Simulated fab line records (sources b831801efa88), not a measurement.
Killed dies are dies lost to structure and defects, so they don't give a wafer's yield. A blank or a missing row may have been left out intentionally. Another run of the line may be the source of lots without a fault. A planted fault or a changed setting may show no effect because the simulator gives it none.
Which tool did it?    flow sky130    6 lots, 17 wafers sampled, at 4 steps of a route of 708

## WHAT THE GAUGES READ, wafer by wafer
SKY_METAL4_CD_MEAS_13 targets a cd of 300 nm.
lot   measured      on         cd_nm (nm)
L721  day 42 18:09  cd_sem-02  301.2 301.1 299.9
L724  day 43 12:38  cd_sem-02  299.0 298.8 300.6
L730  day 45 05:08  cd_sem-02  301.6 300.8 301.8
L731  day 45 10:29  cd_sem-02  287.3 300.8
L733  day 45 22:32  cd_sem-01  287.4 300.5 300.5
L740  day 47 10:20  cd_sem-01  297.8 300.1 298.4

## TOOL THAT RAN EACH LOT (tool first, then ch and the chambers of the sampled wafers, then the start)
lot   SKY_VIA3_ETCH_15                    SKY_CAP2M_STRIP_14                    SKY_METAL4_EXPOSE_10
L721  rie_diel-02 ch 1,2, day 40 16:04    plasma_asher-01 ch 0,1, day 41 17:35  krf_scanner-01 ch 0, day 42 06:24
L724  rie_diel-01 ch 2,3, day 41 12:19    plasma_asher-04 ch 0,1, day 42 13:03  krf_scanner-02 ch 0, day 43 01:14
L730  rie_diel-01 ch 1,2,3, day 43 07:07  plasma_asher-03 ch 0,1, day 44 07:01  krf_scanner-02 ch 0, day 44 19:05
L731  rie_diel-01 ch 2,3, day 43 12:00    plasma_asher-04 ch 0, day 44 12:15    krf_scanner-02 ch 0, day 44 23:32
L733  rie_diel-01 ch 1,2,3, day 44 01:04  plasma_asher-01 ch 0,1, day 45 00:34  krf_scanner-02 ch 0, day 45 12:23
L740  rie_diel-01 ch 0,2,3, day 45 15:04  plasma_asher-04 ch 0,1, day 46 13:53  krf_scanner-01 ch 0, day 47 00:29
- SKY_VIA3_ETCH_15: etches SiO2 in C4F8/O2/Ar, stops on TiN, target depth 507 nm, time 78 s.
- SKY_CAP2M_STRIP_14: strips in O2/N2.
- SKY_METAL4_EXPOSE_10: exposes mask MM4, target cd 300 nm.

## THE ANSWER, worked out from the rows above alone
Rule: what is usual is taken from the lots themselves. The widest of any qualifying gaps counts: lots, ordered by their means at a reading, are off when they make up no more than a third of the lots, leave a main group of 4 or more, and stand apart from it by 3 or more times the standard deviation of that group's means. A main group is skipped when, at the precision printed for the reading in the tables above, its means are all equal. A lot without any number at a reading at which 4 lots or more have one is off too. The other lots that the step has rows for count as sound.
No lot is off on any of the readings shown, so nothing can be concluded from this.

## WHAT THE SIMULATOR HAD PUT IN
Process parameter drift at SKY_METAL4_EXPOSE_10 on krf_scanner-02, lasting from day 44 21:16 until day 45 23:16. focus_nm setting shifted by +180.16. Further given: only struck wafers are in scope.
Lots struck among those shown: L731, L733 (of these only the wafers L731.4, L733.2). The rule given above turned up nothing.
